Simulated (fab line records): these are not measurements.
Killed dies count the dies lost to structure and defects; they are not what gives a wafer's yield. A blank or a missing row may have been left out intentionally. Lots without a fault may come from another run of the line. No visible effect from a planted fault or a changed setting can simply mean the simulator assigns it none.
fab line records | flow sky130 | part 1 of 2: steps 1 to 31 of 39
record: lots: 5 | wafers: 15 | last_day: 49
route steps=708 shown SD_N@344 SD_P@359 RES_XHIGH@360 SALICIDE@361 LI_CONTACT@362
lots untouched by any fault: they come from a run of this same line in which no faults occurred
start_h: hours from the record's first day to the start of the lot's first wafer shown | wait_h: how many hours have passed since the lot's step before this one | " identical to the entry in the row above | L1.1+2: a single row standing in for several wafers | - value missing, or start not given | * or withheld: withheld | < > ~ a bound
route shown NAME@n: a module of which the file shows steps, and the number in the route of the first | usual: mean/standard deviation taken from wafers without a fault | same: alike in all rows | chamber/n: place in a boat | sites: per-site readings | _std_site: how widely they spread, as a standard deviation | _edge_site: mean of outer sites minus mean of inner sites | radius_mm: how far each site lies from the wafer's centre | mask NAME#n: copy n | behind: the tool/chamber that last shaped the wafer | hold: why the lot went on hold/how many hours it stayed there/how the hold came to an end | device: names the non-switching transistor (n, p or np) | end of line: tests run on the same wafers once the route is complete | a step without rows: its recipe alone | killed: at the first sort, the dies lost to defects and structure; wafer yield is something else | map: per-die view of a wafer (x killed, . not killed, _ where there is no die)
set.NAME: the setting the step ran with; set.NAME@STEP: the setting that earlier step ran with | model.NAME: the simulator's own value behind a step, which no gauge read
a table for each step, a row for each wafer; lots at some steps of the route
services: a tool's chamber out of use, with start hour (start_h, from the record's first day; less than 0 if before it), hours out, and reason
== steps ==
step: SKY_SD_N_COAT_02
recipe: resist: NOVOLAK | spin_rpm: 3000 | resist_thk_nm: 1140
lot.wafer  | tool           | chamber | start_h | wait_h
L075.1+4+6 | litho_track-04 | 0       | 637.40  | 0.1
L083.2+3+6 | litho_track-04 | 0       | 710.83  | 0.1
L090.2+3+4 | litho_track-04 | 0       | 757.08  | 0.1
L091.1+3+5 | litho_track-03 | 0       | 763.22  | 0.1
L092.2+3+6 | litho_track-03 | 0       | 775.60  | 0.1
step: SKY_SD_N_SOFTBAKE_03
recipe: temp_c: 90 | time_s: 60 | resist: NOVOLAK
usual: heater_power_total_W: 56.59/0.048
lot.wafer | tool           | chamber | start_h | wait_h | heater_power_total_W
L075.1    | litho_track-04 | 0       | 637.55  | 0.1    | 56.68
L075.4    | "              | 0       | "       | "      | 56.64
L075.6    | "              | 0       | "       | "      | 56.53
L083.2    | litho_track-04 | 0       | 710.98  | 0.1    | 56.57
L083.3    | "              | 0       | "       | "      | 56.70
L083.6    | "              | 0       | "       | "      | 56.60
L090.2    | litho_track-04 | 0       | 757.23  | 0.1    | 56.62
L090.3    | "              | 0       | "       | "      | 56.60
L090.4    | "              | 0       | "       | "      | 56.58
L091.1    | litho_track-03 | 0       | 763.37  | 0.1    | 56.64
L091.3    | "              | 0       | "       | "      | 56.60
L091.5    | "              | 0       | "       | "      | 56.67
L092.2    | litho_track-03 | 0       | 775.75  | 0.1    | 56.64
L092.3    | "              | 0       | "       | "      | 56.61
L092.6    | "              | 0       | "       | "      | 56.58
step: SKY_SD_N_EXPOSE_04
recipe: mask_id: NSDM | na: 0.6 | source_shape: conventional | sigma_outer: 0.6 | polarization: unpolarized | target_cd_nm: 380 | dose_mj: 141
lot.wafer  | tool             | chamber | start_h | wait_h | mask
L075.1+4+6 | iline_stepper-01 | 0       | -       | -      | NSDM#0
L083.2+3+6 | iline_stepper-02 | 0       | -       | -      | NSDM#0
L090.2+3+4 | iline_stepper-01 | 0       | -       | -      | NSDM#0
L091.1+3+5 | iline_stepper-02 | 0       | -       | -      | NSDM#0
L092.2+3+6 | iline_stepper-02 | 0       | -       | -      | NSDM#0
step: SKY_SD_N_PEB_05
recipe: temp_c: withheld | time_s: * | resist: NOVOLAK
lot.wafer  | tool           | chamber | start_h | wait_h
L075.1+4+6 | litho_track-01 | 0       | -       | -
L083.2+3+6 | litho_track-01 | 0       | -       | -
L090.2+3+4 | litho_track-01 | 0       | -       | -
L091.1+3+5 | litho_track-01 | 0       | -       | -
L092.2+3+6 | litho_track-03 | 0       | -       | -
step: SKY_SD_N_DEVELOP_06
recipe: resist: NOVOLAK | developer: TMAH | develop_time_s: 60 | dev_temp_c: 23
lot.wafer  | tool           | chamber | start_h | wait_h
L075.1+4+6 | litho_track-01 | 0       | 651.59  | 0.1
L083.2+3+6 | litho_track-01 | 0       | 725.11  | 0.1
L090.2+3+4 | litho_track-01 | 0       | 770.76  | 0.1
L091.1+3+5 | litho_track-01 | 0       | 776.54  | 0.1
L092.2+3+6 | litho_track-03 | 0       | 789.00  | 0.1
step: SKY_SD_N_CD_MEAS_07
recipe: target_cd_nm: 380
usual: cd_nm: 379.8/1.9
lot.wafer | tool      | chamber | start_h | wait_h | cd_nm
L075.1    | cd_sem-02 | -       | 651.74  | 0.1    | 379.2
L075.4    | "         | -       | "       | "      | 383.4
L075.6    | "         | -       | "       | "      | 379.1
L083.2    | cd_sem-02 | -       | 725.26  | 0.1    | 381.3
L083.3    | "         | -       | "       | "      | 380.6
L083.6    | "         | -       | "       | "      | 381.7
L090.2    | cd_sem-02 | -       | 770.91  | 0.1    | 382.6
L090.3    | "         | -       | "       | "      | 380.1
L090.4    | "         | -       | "       | "      | 379.7
L091.1    | cd_sem-01 | -       | 776.69  | 0.1    | 381.2
L091.3    | "         | -       | "       | "      | 378.7
L091.5    | "         | -       | "       | "      | 380.0
L092.2    | cd_sem-01 | -       | 789.14  | 0.1    | 381.8
L092.3    | "         | -       | "       | "      | 381.2
L092.6    | "         | -       | "       | "      | 379.3
step: SKY_SD_N_OVL_MEAS_08
usual: SD_N_OVL: -0.1/1.3
lot.wafer | tool       | chamber | start_h | wait_h | SD_N_OVL[nm]
L075.1    | overlay-02 | -       | 651.86  | 0.1    | -1.2
L075.4    | "          | -       | "       | "      | -1.9
L075.6    | "          | -       | "       | "      | -0.4
L083.2    | overlay-02 | -       | 725.36  | 0.1    | -0.6
L083.3    | "          | -       | "       | "      | -1.0
L083.6    | "          | -       | "       | "      | -0.1
L090.2    | overlay-02 | -       | 771.01  | 0.1    | -1.0
L090.3    | "          | -       | "       | "      | -1.4
L090.4    | "          | -       | "       | "      | -2.0
L091.1    | overlay-02 | -       | 776.81  | 0.1    | -1.9
L091.3    | "          | -       | "       | "      | -0.8
L091.5    | "          | -       | "       | "      | -2.3
L092.2    | overlay-01 | -       | 789.25  | 0.1    | 0.9
L092.3    | "          | -       | "       | "      | -0.7
L092.6    | "          | -       | "       | "      | 2.2
step: SKY_SD_N_IMPLANT_09
recipe: species: As | energy_kev: 50 | dose_cm2: 4e+15 | tilt_deg: 0
usual: dose_ions_cm2: 4e+15/4.4e+12
lot.wafer | tool         | chamber | start_h | wait_h | dose_ions_cm2
L075.1    | implanter-01 | 0       | 651.89  | 0.0    | 4.004e+15
L075.4    | "            | 0       | "       | "      | 3.999e+15
L075.6    | "            | 0       | "       | "      | 4.002e+15
L083.2    | implanter-01 | 0       | 725.42  | 0.0    | 4.001e+15
L083.3    | "            | 0       | "       | "      | 4.004e+15
L083.6    | "            | 0       | "       | "      | 4.004e+15
L090.2    | implanter-01 | 0       | 771.07  | 0.0    | 4.006e+15
L090.3    | "            | 0       | "       | "      | 4.006e+15
L090.4    | "            | 0       | "       | "      | 4e+15
L091.1    | implanter-04 | 0       | 776.84  | 0.0    | 4.005e+15
L091.3    | "            | 0       | "       | "      | 3.997e+15
L091.5    | "            | 0       | "       | "      | 4e+15
L092.2    | implanter-03 | 0       | 789.30  | 0.0    | 4.005e+15
L092.3    | "            | 0       | "       | "      | 4.004e+15
L092.6    | "            | 0       | "       | "      | 4.008e+15
step: SKY_SD_N_IMPLANT_10
recipe: species: P | energy_kev: 20 | dose_cm2: 1e+14 | tilt_deg: 0
usual: dose_ions_cm2: 1e+14/1e+11
lot.wafer | tool         | chamber | start_h | wait_h | dose_ions_cm2
L075.1    | implanter-01 | 0       | 652.04  | 0.1    | 1e+14
L075.4    | "            | 0       | "       | "      | 1.0013e+14
L075.6    | "            | 0       | "       | "      | 9.998e+13
L083.2    | implanter-01 | 0       | 725.57  | 0.1    | 1.0013e+14
L083.3    | "            | 0       | "       | "      | 9.999e+13
L083.6    | "            | 0       | "       | "      | 1.001e+14
L090.2    | implanter-01 | 0       | 771.22  | 0.1    | 9.992e+13
L090.3    | "            | 0       | "       | "      | 1.0009e+14
L090.4    | "            | 0       | "       | "      | 1.0003e+14
L091.1    | implanter-04 | 0       | 776.99  | 0.1    | 1.0014e+14
L091.3    | "            | 0       | "       | "      | 1.0003e+14
L091.5    | "            | 0       | "       | "      | 1.0003e+14
L092.2    | implanter-03 | 0       | 789.45  | 0.1    | 9.976e+13
L092.3    | "            | 0       | "       | "      | 1.0003e+14
L092.6    | "            | 0       | "       | "      | 9.988e+13
step: SKY_SD_N_STRIP_11
recipe: chemistry: O2/N2 | power_w: 1400 | pressure_mtorr: 1500 | platen_temp_c: withheld | o2_flow_sccm: 3000 | n2_flow_sccm: 300 | overash_fraction: 0.5
usual: drypump_motor_current_A: 6.1/0.43 | n2_flow_sccm: 299.9/0.93 | oes_product_au: 0.527/0.005 | strip_time_to_endpoint_s: 22.55/0.038
lot.wafer | tool            | chamber | start_h | wait_h | drypump_motor_current_A | n2_flow_sccm | oes_product_au | rf_hours_counter_h | strip_time_to_endpoint_s
L075.1    | plasma_asher-03 | 1       | 652.19  | 0.1    | 5.3                     | 300.0        | 0.524          | 84                 | 22.54
L075.4    | "               | 1       | "       | "      | 5.3                     | 300.9        | 0.527          | -                  | 22.53
L075.6    | "               | 0       | "       | "      | 6.4                     | 298.0        | 0.520          | -                  | 22.55
L083.2    | plasma_asher-03 | 1       | 725.69  | 0.1    | 5.3                     | 300.4        | 0.531          | 92                 | 22.52
L083.3    | "               | 1       | "       | "      | 5.3                     | 299.0        | 0.525          | -                  | 22.51
L083.6    | "               | 0       | "       | "      | 6.4                     | 299.5        | 0.519          | -                  | 22.50
L090.2    | plasma_asher-04 | 0       | 771.34  | 0.1    | 6.4                     | 299.3        | 0.536          | 3                  | 22.59
L090.3    | "               | 1       | "       | "      | 6.5                     | 299.7        | 0.528          | -                  | 22.60
L090.4    | "               | 0       | "       | "      | 6.4                     | 299.9        | 0.527          | -                  | 22.57
L091.1    | plasma_asher-01 | 1       | 777.14  | 0.1    | 5.9                     | 300.4        | 0.521          | 39                 | 22.55
L091.3    | "               | 1       | "       | "      | 5.9                     | 301.7        | 0.528          | -                  | 22.53
L091.5    | "               | 0       | "       | "      | 5.8                     | 300.9        | 0.517          | -                  | 22.54
L092.2    | plasma_asher-04 | 0       | 789.58  | 0.1    | 6.4                     | 299.0        | 0.529          | 5                  | 22.51
L092.3    | "               | 1       | "       | "      | 6.5                     | 300.5        | 0.526          | -                  | 22.50
L092.6    | "               | 1       | "       | "      | 6.5                     | 301.8        | 0.529          | -                  | 22.56
step: SKY_SD_N_TW_MEAS_12
usual: SD_N_TW: 3961/34
lot.wafer | tool          | chamber | start_h | wait_h | SD_N_TW
L075.1    | film_metro-01 | -       | 652.29  | 0.1    | 4017
L075.4    | "             | -       | "       | "      | 4009
L075.6    | "             | -       | "       | "      | 4010
L083.2    | film_metro-04 | -       | 725.80  | 0.1    | 3931
L083.3    | "             | -       | "       | "      | 3909
L083.6    | "             | -       | "       | "      | 3924
L090.2    | film_metro-02 | -       | 771.45  | 0.1    | 3969
L090.3    | "             | -       | "       | "      | 3951
L090.4    | "             | -       | "       | "      | 3974
L091.1    | film_metro-01 | -       | 777.24  | 0.1    | 3988
L091.3    | "             | -       | "       | "      | 3988
L091.5    | "             | -       | "       | "      | 3986
L092.2    | film_metro-01 | -       | 789.69  | 0.1    | 4004
L092.3    | "             | -       | "       | "      | 4020
L092.6    | "             | -       | "       | "      | 4007
step: SKY_SD_N_CLEAN_13
recipe: chemistry: SC1/SC2 | mix: 1:4:20 | temp_c: 70 | time_s: 150 | dry: n2_spin
lot.wafer  | tool         | chamber | start_h | wait_h
L075.1+4+6 | wet_bench-01 | 3       | 652.35  | 0.1
L083.2+3+6 | wet_bench-01 | 2       | 725.85  | 0.0
L090.2+3+4 | wet_bench-02 | 2       | 771.50  | 0.0
L091.1+3+5 | wet_bench-02 | 0       | 777.30  | 0.1
L092.2+3+6 | wet_bench-02 | 1       | 789.74  | 0.0
step: SKY_SD_N_RTA_14
recipe: temp_c: 1075 | time_s: 2 | idle_temp_c: 650 | ramp_up_c_per_s: 150 | ramp_down_c_per_s: 90 | ambient: N2
usual: lamp_power_pct: 15.73/0.054 | wafer_temp_C_max: 1078.1/1.4
lot.wafer | tool          | chamber | start_h | wait_h | lamp_power_pct | wafer_temp_C_max
L075.1    | rtp_anneal-01 | 0       | 652.41  | 0.0    | 15.61          | 1077.9
L075.4    | "             | 0       | "       | "      | 15.77          | 1079.7
L075.6    | "             | 0       | "       | "      | 15.71          | 1077.2
L083.2    | rtp_anneal-02 | 0       | 725.91  | 0.0    | 15.71          | 1078.8
L083.3    | "             | 0       | "       | "      | 15.81          | 1077.0
L083.6    | "             | 0       | "       | "      | 15.69          | 1079.1
L090.2    | rtp_anneal-01 | 0       | 771.56  | 0.0    | 15.76          | 1076.2
L090.3    | "             | 0       | "       | "      | 15.76          | 1077.4
L090.4    | "             | 0       | "       | "      | 15.81          | 1078.2
L091.1    | rtp_anneal-02 | 0       | 777.35  | 0.0    | 15.73          | 1077.7
L091.3    | "             | 0       | "       | "      | 15.76          | 1076.5
L091.5    | "             | 0       | "       | "      | 15.69          | 1080.3
L092.2    | rtp_anneal-01 | 0       | 789.81  | 0.0    | 15.75          | 1078.0
L092.3    | "             | 0       | "       | "      | 15.82          | 1079.7
L092.6    | "             | 0       | "       | "      | 15.78          | 1078.2
step: SKY_SD_N_RS_MEAS_16
recipe: thk_meas_gauge: four-point-probe
usual: SD_N_RS: 68.60/0.11
lot.wafer | tool          | chamber | start_h | wait_h | SD_N_RS[ohm/sq]
L075.1    | film_metro-01 | -       | 652.58  | 0.1    | 68.49
L075.4    | "             | -       | "       | "      | 68.44
L075.6    | "             | -       | "       | "      | 68.35
L083.2    | film_metro-02 | -       | 726.10  | 0.1    | 68.56
L083.3    | "             | -       | "       | "      | 68.58
L083.6    | "             | -       | "       | "      | 68.73
L090.2    | film_metro-02 | -       | 771.75  | 0.1    | 68.85
L090.3    | "             | -       | "       | "      | 68.61
L090.4    | "             | -       | "       | "      | 68.67
L091.1    | film_metro-04 | -       | 777.53  | 0.1    | 68.67
L091.3    | "             | -       | "       | "      | 68.65
L091.5    | "             | -       | "       | "      | 68.38
L092.2    | film_metro-04 | -       | 790.04  | 0.1    | 68.71
L092.3    | "             | -       | "       | "      | 68.59
L092.6    | "             | -       | "       | "      | 68.67
step: SKY_SD_N_RS_MEAS_17
recipe: thk_meas_gauge: four-point-probe
usual: SD_P_RS: 147.1/0.37
lot.wafer | tool          | chamber | start_h | wait_h | SD_P_RS[ohm/sq]
L075.1    | film_metro-01 | -       | 652.70  | 0.1    | 146.5
L075.4    | "             | -       | "       | "      | 146.8
L075.6    | "             | -       | "       | "      | 146.7
L083.2    | film_metro-02 | -       | 726.22  | 0.1    | 147.1
L083.3    | "             | -       | "       | "      | 147.3
L083.6    | "             | -       | "       | "      | 147.7
L090.2    | film_metro-02 | -       | 771.87  | 0.1    | 147.7
L090.3    | "             | -       | "       | "      | 147.3
L090.4    | "             | -       | "       | "      | 147.8
L091.1    | film_metro-04 | -       | 777.65  | 0.1    | 147.9
L091.3    | "             | -       | "       | "      | 147.3
L091.5    | "             | -       | "       | "      | 147.3
L092.2    | film_metro-04 | -       | 790.16  | 0.1    | 147.7
L092.3    | "             | -       | "       | "      | 147.1
L092.6    | "             | -       | "       | "      | 147.3
step: SKY_SD_N_RS_MEAS_18
recipe: thk_meas_gauge: four-point-probe
usual: RES_XHIGH_RS: 330.3/1.2
lot.wafer | tool          | chamber | start_h | wait_h | RES_XHIGH_RS[ohm/sq]
L075.1    | film_metro-01 | -       | 652.82  | 0.1    | 330.0
L075.4    | "             | -       | "       | "      | 330.6
L075.6    | "             | -       | "       | "      | 331.0
L083.2    | film_metro-02 | -       | 726.34  | 0.1    | 327.8
L083.3    | "             | -       | "       | "      | 327.7
L083.6    | "             | -       | "       | "      | 328.9
L090.2    | film_metro-02 | -       | 771.99  | 0.1    | 329.7
L090.3    | "             | -       | "       | "      | 329.6
L090.4    | "             | -       | "       | "      | 330.8
L091.1    | film_metro-04 | -       | 777.77  | 0.1    | 331.1
L091.3    | "             | -       | "       | "      | 331.0
L091.5    | "             | -       | "       | "      | 331.8
L092.2    | film_metro-04 | -       | 790.28  | 0.1    | 330.6
L092.3    | "             | -       | "       | "      | 330.2
L092.6    | "             | -       | "       | "      | 331.6
step: SKY_SALICIDE_CLEAN_00
recipe: chemistry: HF-last | time_s: 29.05 | dilution: 100:1 | dry: ipa_marangoni
lot.wafer  | tool         | chamber | start_h | wait_h
L075.1+4+6 | wet_bench-04 | 0       | 652.94  | 0.1
L083.2+3+6 | wet_bench-02 | 0       | 726.44  | 0.1
L090.2+3+4 | wet_bench-01 | 1       | 772.09  | 0.1
L091.1+3+5 | wet_bench-04 | 2       | 777.89  | 0.1
L092.2+3+6 | wet_bench-04 | 1       | 790.38  | 0.1
step: SKY_LI_CONTACT_HDPCVD_00
recipe: material: PSG | target_thk_nm: 930 | sigma_open_frac: 0.3 | time_s: 155 | temp_c: 600 | sih4_flow_sccm: 60 | pressure_mtorr: 6
usual: sih4_flow_sccm: 59.98/0.18
lot.wafer | tool      | chamber | start_h | wait_h | sih4_flow_sccm
L075.1    | hdpcvd-02 | 0       | 652.96  | 0.0    | 59.81
L075.4    | "         | 0       | "       | "      | 59.71
L075.6    | "         | 2       | "       | "      | 60.02
L083.2    | hdpcvd-02 | 2       | 726.46  | 0.0    | 60.16
L083.3    | "         | 0       | "       | "      | 59.83
L083.6    | "         | 2       | "       | "      | 59.96
L090.2    | hdpcvd-02 | 2       | 772.10  | 0.0    | 59.90
L090.3    | "         | 1       | "       | "      | 59.49
L090.4    | "         | 2       | "       | "      | 59.88
L091.1    | hdpcvd-02 | 0       | 777.91  | 0.0    | 60.17
L091.3    | "         | 2       | "       | "      | 59.81
L091.5    | "         | 1       | "       | "      | 60.12
L092.2    | hdpcvd-01 | 2       | 790.40  | 0.0    | 60.19
L092.3    | "         | 0       | "       | "      | 59.92
L092.6    | "         | 0       | "       | "      | 60.03
step: SKY_LI_CONTACT_THK_MEAS_01
recipe: reads: PSG_of_LI_CONTACT_HDPCVD_00
usual: LI_CONTACT_HDPCVD_THK: 930/10
lot.wafer | tool          | chamber | start_h | wait_h | LI_CONTACT_HDPCVD_THK[nm]
L075.1    | film_metro-02 | -       | 653.06  | 0.1    | 922
L075.4    | "             | -       | "       | "      | 928
L075.6    | "             | -       | "       | "      | 913
L083.2    | film_metro-04 | -       | 726.57  | 0.1    | 949
L083.3    | "             | -       | "       | "      | 941
L083.6    | "             | -       | "       | "      | 943
L090.2    | film_metro-02 | -       | 772.22  | 0.1    | 911
L090.3    | "             | -       | "       | "      | 912
L090.4    | "             | -       | "       | "      | 921
L091.1    | film_metro-02 | -       | 778.01  | 0.1    | 924
L091.3    | "             | -       | "       | "      | 912
L091.5    | "             | -       | "       | "      | 928
L092.2    | film_metro-04 | -       | 790.51  | 0.1    | 926
L092.3    | "             | -       | "       | "      | 917
L092.6    | "             | -       | "       | "      | 925
step: SKY_LI_CONTACT_CMP_02
recipe: material: PSG | down_force_psi: 4 | platen_rpm: 60 | pad_velocity_m_s: 0.94248
usual: motor_current_A: 12.5/0.9 | slurry_flow_ml_min: 150.0/0.49 | time_to_endpoint_s: 32.8/2.1
lot.wafer | tool   | chamber | start_h | wait_h | motor_current_A | slurry_flow_ml_min | time_to_endpoint_s
L075.1    | cmp-01 | 0       | 653.12  | 0.1    | 13.4            | 150.7              | 32.4
L075.4    | "      | 1       | "       | "      | 13.5            | 149.5              | 32.8
L075.6    | "      | 0       | "       | "      | 13.8            | 150.4              | 30.7
L083.3    | cmp-02 | 1       | 726.62  | 0.0    | 11.5            | 150.8              | 32.3
L083.2    | "      | 2       | "       | "      | 12.4            | 149.5              | 32.2
L083.6    | "      | 2       | "       | "      | 12.3            | 150.3              | 30.6
L090.2    | cmp-02 | 3       | 772.32  | 0.1    | 13.2            | 150.3              | 29.5
L090.4    | "      | 0       | "       | "      | 12.7            | 150.3              | 31.5
L090.3    | "      | 1       | "       | "      | 11.1            | 150.0              | 29.7
L091.3    | cmp-01 | 2       | 778.07  | 0.0    | 12.5            | 149.7              | 34.9
L091.1    | "      | 3       | "       | "      | 12.0            | 150.1              | 35.6
L091.5    | "      | 2       | "       | "      | 11.8            | 148.4              | 34.8
L092.3    | cmp-01 | 3       | 790.66  | 0.1    | 11.4            | 149.5              | 33.9
L092.2    | "      | 0       | "       | "      | 13.6            | 150.7              | 35.0
L092.6    | "      | 1       | "       | "      | 12.6            | 150.2              | 29.6
step: SKY_LI_CONTACT_BOW_MEAS_03
recipe: mode: bow
usual: LI_CONTACT_BOW: 55/6.6
lot.wafer | tool          | chamber | start_h | wait_h | LI_CONTACT_BOW[um]
L075.1    | film_metro-01 | -       | 653.42  | 0.2    | 43
L075.4    | "             | -       | "       | "      | 54
L075.6    | "             | -       | "       | "      | 62
L083.2    | film_metro-01 | -       | 726.94  | 0.2    | 51
L083.3    | "             | -       | "       | "      | 50
L083.6    | "             | -       | "       | "      | 57
L090.2    | film_metro-01 | -       | 772.59  | 0.2    | 64
L090.3    | "             | -       | "       | "      | 63
L090.4    | "             | -       | "       | "      | 41
L091.1    | film_metro-04 | -       | 778.37  | 0.2    | 65
L091.3    | "             | -       | "       | "      | 57
L091.5    | "             | -       | "       | "      | 66
L092.2    | film_metro-04 | -       | 790.88  | 0.1    | 63
L092.3    | "             | -       | "       | "      | 70
L092.6    | "             | -       | "       | "      | 63
step: SKY_LI_CONTACT_DEHYDRATE_04
recipe: temp_c: 200 | time_s: 60
usual: heater_power_total_W: 160.37/0.13
lot.wafer | tool           | chamber | start_h | wait_h | heater_power_total_W
L075.1    | litho_track-04 | 0       | 667.05  | 13.6   | 160.53
L075.4    | "              | 0       | "       | "      | 160.42
L075.6    | "              | 0       | "       | "      | 160.50
L083.2    | litho_track-04 | 0       | 740.63  | 13.7   | 160.66
L083.3    | "              | 0       | "       | "      | 160.17
L083.6    | "              | 0       | "       | "      | 160.23
L090.2    | litho_track-02 | 0       | 785.58  | 13.0   | 160.29
L090.3    | "              | 0       | "       | "      | 160.54
L090.4    | "              | 0       | "       | "      | 160.35
L091.1    | litho_track-02 | 0       | 790.91  | 12.5   | 160.30
L091.3    | "              | 0       | "       | "      | 160.39
L091.5    | "              | 0       | "       | "      | 160.45
L092.2    | litho_track-01 | 0       | 803.46  | 12.6   | 160.58
L092.3    | "              | 0       | "       | "      | 160.45
L092.6    | "              | 0       | "       | "      | 160.26
step: SKY_LI_CONTACT_HMDS_05
recipe: prime_time_s: 60 | prime_temp_c: 120
same: prime_time_s: 60
lot.wafer  | tool           | chamber | start_h | wait_h
L075.1+4+6 | litho_track-04 | 0       | 667.20  | 0.1
L083.2+3+6 | litho_track-04 | 0       | 740.78  | 0.1
L090.2+3+4 | litho_track-02 | 0       | 785.73  | 0.1
L091.1+3+5 | litho_track-02 | 0       | 791.06  | 0.1
L092.2+3+6 | litho_track-01 | 0       | 803.61  | 0.1
step: SKY_LI_CONTACT_COAT_06
recipe: resist: BARC | temp_c: withheld | time_s: withheld | spin_rpm: 3000 | resist_thk_nm: 60
lot.wafer  | tool           | chamber | start_h | wait_h
L075.1+4+6 | litho_track-04 | 0       | 667.35  | 0.1
L083.2+3+6 | litho_track-04 | 0       | 740.93  | 0.1
L090.2+3+4 | litho_track-02 | 0       | 785.88  | 0.1
L091.1+3+5 | litho_track-02 | 0       | 791.21  | 0.1
L092.2+3+6 | litho_track-01 | 0       | 803.76  | 0.1
step: SKY_LI_CONTACT_COAT_07
recipe: resist: KrF-thick | spin_rpm: 3000 | resist_thk_nm: 450
lot.wafer  | tool           | chamber | start_h | wait_h
L075.1+4+6 | litho_track-04 | 0       | -       | -
L083.2+3+6 | litho_track-04 | 0       | -       | -
L090.2+3+4 | litho_track-02 | 0       | -       | -
L091.1+3+5 | litho_track-02 | 0       | -       | -
L092.2+3+6 | litho_track-01 | 0       | -       | -
step: SKY_LI_CONTACT_SOFTBAKE_08
recipe: temp_c: 100 | time_s: 90 | resist: KrF-thick
usual: heater_power_total_W: 57.36/0.12
lot.wafer | tool           | chamber | start_h | wait_h | heater_power_total_W
L075.1    | litho_track-04 | 0       | -       | -      | 57.35
L075.4    | "              | 0       | "       | "      | 57.18
L075.6    | "              | 0       | "       | "      | 57.40
L083.2    | litho_track-04 | 0       | -       | -      | 57.23
L083.3    | "              | 0       | "       | "      | 57.24
L083.6    | "              | 0       | "       | "      | 57.27
L090.2    | litho_track-02 | 0       | -       | -      | 57.43
L090.3    | "              | 0       | "       | "      | 57.44
L090.4    | "              | 0       | "       | "      | 57.36
L091.1    | litho_track-02 | 0       | -       | -      | 57.58
L091.3    | "              | 0       | "       | "      | 57.41
L091.5    | "              | 0       | "       | "      | 57.50
L092.2    | litho_track-01 | 0       | -       | -      | 57.27
L092.3    | "              | 0       | "       | "      | 57.52
L092.6    | "              | 0       | "       | "      | 57.24
step: SKY_LI_CONTACT_EXPOSE_09
recipe: mask_id: LICM1 | na: 0.8 | source_shape: annular | sigma_inner: 0.55 | sigma_outer: 0.85 | target_cd_nm: 170 | dose_mj: 38
lot.wafer  | tool           | chamber | start_h | wait_h | mask
L075.1+4+6 | krf_scanner-02 | 0       | -       | -      | LICM1#0
L083.2+3+6 | krf_scanner-01 | 0       | -       | -      | LICM1#0
L090.2+3+4 | krf_scanner-02 | 0       | -       | -      | LICM1#0
L091.1+3+5 | krf_scanner-01 | 0       | -       | -      | LICM1#0
L092.2+3+6 | krf_scanner-02 | 0       | -       | -      | LICM1#0
step: SKY_LI_CONTACT_PEB_10
recipe: peb_temp_c: withheld | peb_time_s: withheld | resist: KrF-thick
lot.wafer  | tool           | chamber | start_h | wait_h
L075.1+4+6 | litho_track-04 | 0       | -       | -
L083.2+3+6 | litho_track-01 | 0       | -       | -
L090.2+3+4 | litho_track-01 | 0       | -       | -
L091.1+3+5 | litho_track-02 | 0       | -       | -
L092.2+3+6 | litho_track-01 | 0       | -       | -
step: SKY_LI_CONTACT_DEVELOP_11
recipe: develop_time_s: 60 | resist: KrF-thick | dev_temp_c: 21
lot.wafer  | tool           | chamber | start_h | wait_h
L075.1+4+6 | litho_track-04 | 0       | -       | -
L083.2+3+6 | litho_track-01 | 0       | -       | -
L090.2+3+4 | litho_track-01 | 0       | -       | -
L091.1+3+5 | litho_track-02 | 0       | -       | -
L092.2+3+6 | litho_track-01 | 0       | -       | -
step: SKY_LI_CONTACT_CD_MEAS_12
recipe: target_cd_nm: 170
usual: cd_nm: 170.2/1.3
lot.wafer | tool      | chamber | start_h | wait_h | cd_nm
L075.1    | cd_sem-01 | -       | 682.10  | -      | 172.8
L075.4    | "         | -       | "       | "      | 172.0
L075.6    | "         | -       | "       | "      | 170.9
L083.2    | cd_sem-01 | -       | 755.01  | -      | 169.8
L083.3    | "         | -       | "       | "      | 168.1
L083.6    | "         | -       | "       | "      | 168.8
L090.2    | cd_sem-01 | -       | 800.76  | -      | 169.6
L090.3    | "         | -       | "       | "      | 170.1
L090.4    | "         | -       | "       | "      | 169.4
L091.1    | cd_sem-01 | -       | 804.52  | -      | 168.6
L091.3    | "         | -       | "       | "      | 168.3
L091.5    | "         | -       | "       | "      | 169.0
L092.2    | cd_sem-01 | -       | 817.81  | -      | 169.6
L092.3    | "         | -       | "       | "      | 170.9
L092.6    | "         | -       | "       | "      | 170.2
step: SKY_LI_CONTACT_OVL_MEAS_13
usual: LI_CONTACT_OVL: 1/5
lot.wafer | tool       | chamber | start_h | wait_h | LI_CONTACT_OVL[nm]
L075.1    | overlay-02 | -       | 682.22  | 0.1    | -6
L075.4    | "          | -       | "       | "      | 2
L075.6    | "          | -       | "       | "      | -3
L083.2    | overlay-02 | -       | 755.11  | 0.1    | -1
L083.3    | "          | -       | "       | "      | -2
L083.6    | "          | -       | "       | "      | -5
L090.2    | overlay-01 | -       | 800.87  | 0.1    | 0
L090.3    | "          | -       | "       | "      | 3
L090.4    | "          | -       | "       | "      | 6
L091.1    | overlay-01 | -       | 804.64  | 0.1    | -1
L091.3    | "          | -       | "       | "      | 1
L091.5    | "          | -       | "       | "      | 5
L092.2    | overlay-01 | -       | 817.91  | 0.1    | 3
L092.3    | "          | -       | "       | "      | 4
L092.6    | "          | -       | "       | "      | -3
